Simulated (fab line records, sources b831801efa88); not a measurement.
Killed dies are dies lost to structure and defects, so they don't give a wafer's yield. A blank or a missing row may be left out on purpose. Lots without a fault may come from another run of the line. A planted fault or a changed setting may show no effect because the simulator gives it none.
A struck lot beside a sound one | flow sky130 | 15 steps out of a route of 708
Sound: wafers L852.2, L852.3, L852.5. Struck: wafers L863.1, L863.3, L863.4. The cause comes at the end.
At each step with rows: each side's tool, then ch and its chambers, then its first start. Under that, the readings that differ: sound wafers | struck wafers | difference of the means | sigmas: that difference in standard deviations of wafers without a fault.
alike: readings whose means differ by less than 2 such deviations, and words and numbers that are the same on both sides. not compared: withheld readings, readings that some wafer has no value for, bounds like >300 that may hide the same value, and numbers for which the record gives no deviation and whose values overlap.
The two part at a step that has a row with sigmas, a row that says differs or no value, or rows on one side only. Numbers that don't overlap but have no deviation are shown without sigmas and don't part them. A reading that every wafer of one side lacks parts them only if that side has two wafers or more.

SKY_METAL2_STRIP_20: strips in O2/N2.
  sound on plasma_asher-02 ch 0,1, day 37 17:15; struck on plasma_asher-02 ch 0,1, day 40 13:21
  alike: drypump_motor_current_A, o2_flow_sccm, oes_product_au, strip_time_to_endpoint_s
  not compared: rf_hours_counter_h
then, 4 steps without rows for these wafers: SKY_METAL2_STRIP_21 (strips in post etch residue remover, time 1200 s); SKY_METAL2_CLEAN_22 (cleans in IPA, time 180 s); SKY_METAL2_CLEAN_23 (cleans in O3/DIW); SKY_VIA2_HDPCVD_00 (deposits SiO2, target thk 1180 nm, time 196.7 s).
SKY_VIA2_THK_MEAS_01:
  sound on film_metro-01, day 37 18:04; struck on film_metro-02, day 40 14:04
  alike: VIA2_HDPCVD_THK
SKY_VIA2_CMP_02: polishes SiO2.
  sound on cmp-02 ch 2,3, day 37 18:07; struck on cmp-01 ch 0,1,3, day 40 14:16
  alike: motor_current_A, retaining_ring_pressure_frac
SKY_VIA2_BOW_MEAS_03:
  sound on film_metro-01, day 37 18:26; struck on film_metro-01, day 40 14:34
  alike: VIA2_BOW
then, 4 steps without rows for these wafers: SKY_VIA2_DEHYDRATE_04 (time 60 s); SKY_VIA2_HMDS_05 (prime time 60 s); SKY_VIA2_COAT_06 (resist thk 60 nm); SKY_VIA2_COAT_07 (resist thk 450 nm).
SKY_VIA2_SOFTBAKE_08: time 90 s.
  sound on litho_track-03 ch 0, day 38 06:00; struck on litho_track-02 ch 0, day 41 03:00
  reading                  | sound                | struck               | difference | sigmas
  heater_power_total_W (W) | 57.29 57.25 57.26    | 61.17 61.16 61.11    | +3.88      | +35
  run_length_s (s)         | 119.11 119.03 119.05 | 103.20 103.22 103.15 | -15.87     | -99 or more
then, 1 step without rows for these wafers: SKY_VIA2_EXPOSE_09 (exposes mask VIM2, target cd 200 nm).
-- the record jumps here: 9 days lie between the struck wafers' starts before and after (it left off in module VIA2 and takes up again in module PAD_OPEN, whose first step shown is number 708 of the route) --
SKY_PAD_OPEN_PROBE_99:
  sound on prober-01, day 47 19:32; struck on prober-01, day 50 00:14
  alike: defect_limited_yield, killed_at_M0_to_M3, killed_at_M4_up, killed_at_contacts, killed_at_front_end, killed_at_other, killed_dies, killed_open, killed_short, sort_bin_3_pad_short, sort_bin_5_function, sort_bin_6_memory, sort_n_pass, sort_yield_pct

WHERE THEY PART
Only at SKY_VIA2_SOFTBAKE_08, within this record. Later steps at which nothing parts them and some readings are alike: SKY_PAD_OPEN_PROBE_99.

WHY: what the simulator had put in
Process parameter drift: litho_track-02, from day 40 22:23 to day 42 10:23, at SKY_VIA2_SOFTBAKE_08. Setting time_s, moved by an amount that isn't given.
